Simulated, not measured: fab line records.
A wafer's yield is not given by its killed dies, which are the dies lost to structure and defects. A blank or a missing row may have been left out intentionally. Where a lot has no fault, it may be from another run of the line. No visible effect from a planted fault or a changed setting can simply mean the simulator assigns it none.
Which tool is to blame? || flow gf180mcu || 15 lots, 45 wafers sampled, at 4 steps of a route of 602

WHAT EACH GAUGE READ, for each wafer
GF_VT_IMPLANT_OVL_MEAS_29. Usual: VT_IMPLANT_02_OVL gives 1.0 nm (standard deviation 1.2).
{"lot": "L762", "measured": "day 6 15:52", "on": "overlay-01", "VT_IMPLANT_02_OVL (nm)": "3.0 3.1 0.4", "flag": ""}
{"lot": "L763", "measured": "day 6 22:04", "on": "overlay-02", "VT_IMPLANT_02_OVL (nm)": "-1.6 -1.1 -0.1", "flag": ""}
{"lot": "L764", "measured": "day 7 05:39", "on": "overlay-01", "VT_IMPLANT_02_OVL (nm)": "3.3 3.3 2.1", "flag": ""}
{"lot": "L766", "measured": "day 7 16:15", "on": "overlay-02", "VT_IMPLANT_02_OVL (nm)": "1.5 0.9 0.8", "flag": ""}
{"lot": "L767", "measured": "day 8 00:28", "on": "overlay-01", "VT_IMPLANT_02_OVL (nm)": "0.0 1.1 0.6", "flag": ""}
{"lot": "L768", "measured": "day 8 06:58", "on": "overlay-02", "VT_IMPLANT_02_OVL (nm)": "2.7 0.3 0.4", "flag": ""}
{"lot": "L775", "measured": "day 10 04:34", "on": "overlay-02", "VT_IMPLANT_02_OVL (nm)": "1.3 1.9 2.4", "flag": ""}
{"lot": "L776", "measured": "day 11 03:00", "on": "overlay-01", "VT_IMPLANT_02_OVL (nm)": "1.3 0.8 -0.5", "flag": ""}
{"lot": "L777", "measured": "day 11 10:04", "on": "overlay-02", "VT_IMPLANT_02_OVL (nm)": "0.5 0.2 -1.8", "flag": ""}
{"lot": "L778", "measured": "day 11 11:15", "on": "overlay-02", "VT_IMPLANT_02_OVL (nm)": "1.3 3.3 0.5", "flag": ""}
{"lot": "L780", "measured": "day 11 13:19", "on": "overlay-02", "VT_IMPLANT_02_OVL (nm)": "0.3 0.6 0.6", "flag": ""}
{"lot": "L782", "measured": "day 12 13:09", "on": "overlay-01", "VT_IMPLANT_02_OVL (nm)": "1.7 0.8 1.5", "flag": ""}
{"lot": "L783", "measured": "day 12 19:00", "on": "overlay-01", "VT_IMPLANT_02_OVL (nm)": "2.9 1.1 1.0", "flag": ""}
{"lot": "L784", "measured": "day 13 06:55", "on": "overlay-01", "VT_IMPLANT_02_OVL (nm)": "-1.6 1.1 -1.5", "flag": ""}
{"lot": "L785", "measured": "day 13 07:57", "on": "overlay-01", "VT_IMPLANT_02_OVL (nm)": "2.1 0.8 0.0", "flag": ""}

GF_POLY_GATE_THK_MEAS_01. Usual: POLY_GATE_CVD_00_THK gives 200.0 nm (standard deviation 1.8).
{"lot": "L762", "measured": "day 8 08:50", "on": "film metro-04", "POLY_GATE_CVD_00_THK (nm)": "202.6 203.2 204.1", "flag": ""}
{"lot": "L763", "measured": "day 8 12:52", "on": "film metro-04", "POLY_GATE_CVD_00_THK (nm)": "195.7 198.1 197.7", "flag": ""}
{"lot": "L764", "measured": "day 8 22:15", "on": "film metro-03", "POLY_GATE_CVD_00_THK (nm)": "203.4 201.9 201.8", "flag": ""}
{"lot": "L766", "measured": "day 9 11:47", "on": "film metro-02", "POLY_GATE_CVD_00_THK (nm)": "201.2 201.6 200.3", "flag": ""}
{"lot": "L767", "measured": "day 9 19:26", "on": "film metro-02", "POLY_GATE_CVD_00_THK (nm)": "198.4 197.7 197.8", "flag": ""}
{"lot": "L768", "measured": "day 9 23:55", "on": "film metro-02", "POLY_GATE_CVD_00_THK (nm)": "200.0 200.5 201.0", "flag": ""}
{"lot": "L775", "measured": "day 11 23:49", "on": "film metro-02", "POLY_GATE_CVD_00_THK (nm)": "199.6 200.5 199.5", "flag": ""}
{"lot": "L776", "measured": "day 12 23:46", "on": "film metro-04", "POLY_GATE_CVD_00_THK (nm)": "202.2 201.0 200.8", "flag": ""}
{"lot": "L777", "measured": "day 13 08:59", "on": "film metro-02", "POLY_GATE_CVD_00_THK (nm)": "195.2 195.8 198.1", "flag": ""}
{"lot": "L778", "measured": "day 13 08:58", "on": "film metro-04", "POLY_GATE_CVD_00_THK (nm)": "201.1 202.1 199.4", "flag": ""}
{"lot": "L780", "measured": "day 13 13:04", "on": "film metro-03", "POLY_GATE_CVD_00_THK (nm)": "201.1 200.9 201.8", "flag": ""}
{"lot": "L782", "measured": "day 14 12:45", "on": "film metro-04", "POLY_GATE_CVD_00_THK (nm)": "200.8 200.4 199.0", "flag": ""}
{"lot": "L783", "measured": "day 14 18:33", "on": "film metro-04", "POLY_GATE_CVD_00_THK (nm)": "201.3 198.6 200.8", "flag": ""}
{"lot": "L784", "measured": "day 15 06:02", "on": "film metro-03", "POLY_GATE_CVD_00_THK (nm)": "198.1 199.2 198.1", "flag": ""}
{"lot": "L785", "measured": "day 15 13:45", "on": "film metro-02", "POLY_GATE_CVD_00_THK (nm)": "202.0 201.5 200.8", "flag": ""}

GF_HV_LDD_TW_MEAS_11. Usual: HV_LDD_TW gives 2407 (standard deviation 24).
{"lot": "L762", "measured": "day 9 23:02", "on": "film metro-01", "HV_LDD_TW": "2392 2399 2397", "flag": ""}
{"lot": "L763", "measured": "day 10 04:16", "on": "film metro-04", "HV_LDD_TW": "2459 2446 2465", "flag": ""}
{"lot": "L764", "measured": "day 10 12:07", "on": "film metro-04", "HV_LDD_TW": "2453 2455 2453", "flag": ""}
{"lot": "L766", "measured": "day 11 02:01", "on": "film metro-02", "HV_LDD_TW": "2377 2379 2383", "flag": ""}
{"lot": "L767", "measured": "day 11 11:01", "on": "film metro-01", "HV_LDD_TW": "2405 2411 2406", "flag": ""}
{"lot": "L768", "measured": "day 11 17:31", "on": "film metro-01", "HV_LDD_TW": "2405 2402 2400", "flag": ""}
{"lot": "L775", "measured": "day 13 17:59", "on": "film metro-01", "HV_LDD_TW": "2389 2401 2396", "flag": ""}
{"lot": "L776", "measured": "day 14 19:39", "on": "film metro-01", "HV_LDD_TW": "2391 2406 2391", "flag": ""}
{"lot": "L777", "measured": "day 15 05:56", "on": "film metro-01", "HV_LDD_TW": "2386 2386 2399", "flag": ""}
{"lot": "L778", "measured": "day 15 05:04", "on": "film metro-02", "HV_LDD_TW": "2405 2404 2410", "flag": ""}
{"lot": "L780", "measured": "day 15 11:55", "on": "film metro-02", "HV_LDD_TW": "2403 2395 2411", "flag": ""}
{"lot": "L782", "measured": "day 16 11:22", "on": "film metro-02", "HV_LDD_TW": "2384 2378 2385", "flag": ""}
{"lot": "L783", "measured": "day 16 17:28", "on": "film metro-04", "HV_LDD_TW": "2429 2442 2420", "flag": ""}
{"lot": "L784", "measured": "day 17 05:31", "on": "film metro-04", "HV_LDD_TW": "2439 2435 2459", "flag": ""}
{"lot": "L785", "measured": "day 17 12:45", "on": "film metro-02", "HV_LDD_TW": "2393 2373 2391", "flag": ""}

TOOL THAT RAN EACH LOT (tool first, then ch and the chambers of the sampled wafers, then the start)
{"lot": "L762", "GF_MVSD_EXPOSE_04": "iline stepper-02 ch 0, day 4 04:13"}
{"lot": "L763", "GF_MVSD_EXPOSE_04": "iline stepper-02 ch 0, day 4 10:13"}
{"lot": "L764", "GF_MVSD_EXPOSE_04": "iline stepper-01 ch 0, day 4 15:44"}
{"lot": "L766", "GF_MVSD_EXPOSE_04": "iline stepper-01, day 5 03:41"}
{"lot": "L767", "GF_MVSD_EXPOSE_04": "iline stepper-02, day 5 08:03"}
{"lot": "L768", "GF_MVSD_EXPOSE_04": "iline stepper-02, day 5 11:01"}
{"lot": "L775", "GF_MVSD_EXPOSE_04": "iline stepper-02 ch 0, day 6 22:48"}
{"lot": "L776", "GF_MVSD_EXPOSE_04": "iline stepper-02 ch 0, day 7 21:09"}
{"lot": "L777", "GF_MVSD_EXPOSE_04": "iline stepper-02 ch 0, day 8 00:44"}
{"lot": "L778", "GF_MVSD_EXPOSE_04": "iline stepper-02 ch 0, day 8 03:09"}
{"lot": "L780", "GF_MVSD_EXPOSE_04": "iline stepper-02 ch 0, day 8 05:58"}
{"lot": "L782", "GF_MVSD_EXPOSE_04": "iline stepper-02 ch 0, day 9 00:18"}
{"lot": "L783", "GF_MVSD_EXPOSE_04": "iline stepper-02 ch 0, day 9 08:09"}
{"lot": "L784", "GF_MVSD_EXPOSE_04": "iline stepper-02 ch 0, day 9 17:28"}
{"lot": "L785", "GF_MVSD_EXPOSE_04": "iline stepper-02 ch 0, day 9 17:46"}
- GF_MVSD_EXPOSE_04: exposes mask MVSD, target cd 1000 nm.

AS READ BY THE TOOLS THEMSELVES (means over the sampled wafers that have a number; for cases with no such wafer, the mark the record gives instead)
GF_MVSD_EXPOSE_04. Usual: exposure dose mJ cm2 260.08, standard deviation 0.28; focus offset nm 0.0 nm, standard deviation 0.63; stage vel mm s 500.03 mm/s, standard deviation 0.26.
{"lot": "L762", "tool": "iline stepper-02", "exposure dose mJ cm2": 260.52, "focus offset nm (nm)": -0.9, "stage vel mm s (mm/s)": 500.06, "flag": ""}
{"lot": "L763", "tool": "iline stepper-02", "exposure dose mJ cm2": 259.87, "focus offset nm (nm)": 0.1, "stage vel mm s (mm/s)": 499.97, "flag": ""}
{"lot": "L764", "tool": "iline stepper-01", "exposure dose mJ cm2": 260.21, "focus offset nm (nm)": 0.1, "stage vel mm s (mm/s)": 499.94, "flag": ""}
{"lot": "L766", "tool": "iline stepper-01", "exposure dose mJ cm2": "-", "focus offset nm (nm)": "-", "stage vel mm s (mm/s)": "-", "flag": "OFF"}
{"lot": "L767", "tool": "iline stepper-02", "exposure dose mJ cm2": "-", "focus offset nm (nm)": "-", "stage vel mm s (mm/s)": "-", "flag": "OFF"}
{"lot": "L768", "tool": "iline stepper-02", "exposure dose mJ cm2": "-", "focus offset nm (nm)": "-", "stage vel mm s (mm/s)": "-", "flag": "OFF"}
{"lot": "L775", "tool": "iline stepper-02", "exposure dose mJ cm2": 260.07, "focus offset nm (nm)": -0.5, "stage vel mm s (mm/s)": 500.36, "flag": ""}
{"lot": "L776", "tool": "iline stepper-02", "exposure dose mJ cm2": 260.38, "focus offset nm (nm)": -0.4, "stage vel mm s (mm/s)": 500.54, "flag": ""}
{"lot": "L777", "tool": "iline stepper-02", "exposure dose mJ cm2": 260.07, "focus offset nm (nm)": -0.4, "stage vel mm s (mm/s)": 500.38, "flag": ""}
{"lot": "L778", "tool": "iline stepper-02", "exposure dose mJ cm2": 259.91, "focus offset nm (nm)": -0.9, "stage vel mm s (mm/s)": 499.82, "flag": ""}
{"lot": "L780", "tool": "iline stepper-02", "exposure dose mJ cm2": 260.29, "focus offset nm (nm)": 0.6, "stage vel mm s (mm/s)": 499.92, "flag": ""}
{"lot": "L782", "tool": "iline stepper-02", "exposure dose mJ cm2": 260.14, "focus offset nm (nm)": -0.5, "stage vel mm s (mm/s)": 500.22, "flag": ""}
{"lot": "L783", "tool": "iline stepper-02", "exposure dose mJ cm2": 260.15, "focus offset nm (nm)": 0.1, "stage vel mm s (mm/s)": 500.11, "flag": ""}
{"lot": "L784", "tool": "iline stepper-02", "exposure dose mJ cm2": 259.86, "focus offset nm (nm)": -0.0, "stage vel mm s (mm/s)": 499.78, "flag": ""}
{"lot": "L785", "tool": "iline stepper-02", "exposure dose mJ cm2": 260.14, "focus offset nm (nm)": -0.1, "stage vel mm s (mm/s)": 499.86, "flag": ""}

THE ANSWER, worked out from the rows above alone
Rule: a lot counts as off when the mean over its wafers that have a number is more than 3 standard deviations away from the usual mean. Also off: a lot with no number at a reading for which 4 or more lots have one. Any other lot the step has rows for is counted as sound. Order of review: gauges by route order, followed by the tools' own readings, for which a lot's mean as printed above is used. The first step at which some lot is off is used, and at that step the reading that is off furthest; a lot without a number counts as furthest.
Off, at GF_MVSD_EXPOSE_04 on exposure dose mJ cm2: L766, L767, L768. Without a number there: L766, L767, L768.
If a tool, at that step or one of the process steps before it, ran each lot that is off and ran no sound lot following the first of them, it fits. Not one of the candidates tried fits.

WHAT THE SIMULATOR HAD PUT IN
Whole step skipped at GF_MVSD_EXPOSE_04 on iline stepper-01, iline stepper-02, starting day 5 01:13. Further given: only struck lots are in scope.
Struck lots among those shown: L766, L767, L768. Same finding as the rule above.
